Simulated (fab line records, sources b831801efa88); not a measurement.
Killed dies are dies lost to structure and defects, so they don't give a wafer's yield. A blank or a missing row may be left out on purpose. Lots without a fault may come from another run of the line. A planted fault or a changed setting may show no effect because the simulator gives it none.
Split-lot experiment | flow sky130 | 5 lots, 23 wafers read, on a route of 708 steps

THE SPLIT
At SKY_LDD_HVP_EXPOSE_04 (exposes mask HVPTM, target cd 700 nm), the setting dose_mj was moved away from the recipe's 86 on 11 of the 23 wafers read, by -4.3% to +5.5%. The other wafers ran this setting at the recipe's value.

FROM THE SPLIT TO THE READING: what the file shows between them, 1 step
- SKY_LDD_HVP_PEB_05

THE READING
LDD_HVP.cd_nm (the simulator's own value, which no gauge read), in nm, at SKY_LDD_HVP_DEVELOP_06 (develop time 60 s). The file gives no usual value for it. The 12 wafers here that ran the recipe average 693.0 nm, standard deviation 1.8 nm.

wafer  | tool, chamber at the split | dose_mj as run | against the recipe | LDD_HVP.cd_nm, nm | against lot-mates on the recipe
L074.1 | iline_stepper-01, 0        | 82.33          | -4.3%              | 679.1             | -13.6
L074.2 | iline_stepper-01, 0        | 86             | recipe             | 692.6             | -
L074.4 | iline_stepper-01, 0        | 82.33          | -4.3%              | 679.8             | -13.0
L074.5 | iline_stepper-01, 0        | 86             | recipe             | 692.9             | -
L074.6 | iline_stepper-01, 0        | 82.33          | -4.3%              | 679.5             | -13.2
L078.1 | iline_stepper-01, 0        | 86             | recipe             | 689.7             | -
L078.2 | iline_stepper-01, 0        | 90.75          | +5.5%              | 707.1             | +16.6
L078.3 | iline_stepper-01, 0        | 86             | recipe             | 691.2             | -
L078.5 | iline_stepper-01, 0        | 90.75          | +5.5%              | 708.6             | +18.1
L078.6 | iline_stepper-01, 0        | 90.75          | +5.5%              | 708.6             | +18.1
L080.1 | iline_stepper-02, 0        | 86             | recipe             | 693.1             | -
L080.3 | iline_stepper-02, 0        | 86             | recipe             | 694.4             | -
L080.6 | iline_stepper-02, 0        | 86             | recipe             | 693.4             | -
L082.1 | iline_stepper-01, 0        | 83.06          | -3.4%              | 687.3             | -8.7
L082.3 | iline_stepper-01, 0        | 83.06          | -3.4%              | 686.4             | -9.6
L082.4 | iline_stepper-01, 0        | 83.06          | -3.4%              | 684.7             | -11.2
L082.5 | iline_stepper-01, 0        | 86             | recipe             | 695.3             | -
L082.6 | iline_stepper-01, 0        | 86             | recipe             | 696.6             | -
L085.1 | iline_stepper-01, 0        | 86             | recipe             | 691.1             | -
L085.2 | iline_stepper-01, 0        | 83.97          | -2.4%              | 684.1             | -8.0
L085.4 | iline_stepper-01, 0        | 86             | recipe             | 693.5             | -
L085.5 | iline_stepper-01, 0        | 86             | recipe             | 691.8             | -
L085.6 | iline_stepper-01, 0        | 83.97          | -2.4%              | 688.3             | -3.8

THE FIT
A straight line over all 23 wafers: LDD_HVP.cd_nm changes by +2.74 nm for each +1% of dose_mj; r = +0.97; the points scatter about the line by 2 nm.
The same after taking each lot's own level away (the mean of its wafers on the recipe; 23 wafers): +3.09 nm for each +1%; r = +0.99; scatter 1.1 nm.
On that fit, the largest move of dose_mj shifts the reading by 17 nm.
The lots' own levels span 690.45 to 695.95 nm, that is 3.0 times the standard deviation above.
So the lot-to-lot level changes the slope: the two fits differ.
Check: with one of the wafers moved furthest among these (+5.5%) left out of the fit, the line predicts +17.6 nm for it against its lot-mates. It came out at +16.6 nm against them.

OTHER SPLITS ON THESE WAFERS
These wafers also went through other splits before the reading. Each is held against what the fit with the lots' levels taken away leaves over:
other split on the same wafers      | wafers away from the commonest value | r with LDD_HVP.cd_nm (lot level and that fit taken away)
SKY_GATE_OXIDE_OXIDATION_01 temp_c  | 15                                   | +0.02
SKY_GATE_OXIDE_COAT_05 spin_rpm     | 6                                    | -0.39
SKY_GATE_OXIDE_IMPLANT_11 dose_cm2  | 4                                    | -0.30
SKY_POLY_GATE_CVD_03 pressure_mtorr | 15                                   | +0.03
SKY_POLY_GATE_ETCH_15 source_w      | 11                                   | -0.26
SKY_LDD_N_IMPLANT_13 energy_kev     | 11                                   | +0.22
SKY_LDD_P_IMPLANT_09 dose_cm2       | 10                                   | +0.09
SKY_LDD_HVN_IMPLANT_08 energy_kev   | 4                                    | +0.08

THE FILE'S OWN FIT
LDD_HVP.cd_nm changes by +3.06 nm for each +1% of dose_mj, r = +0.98.
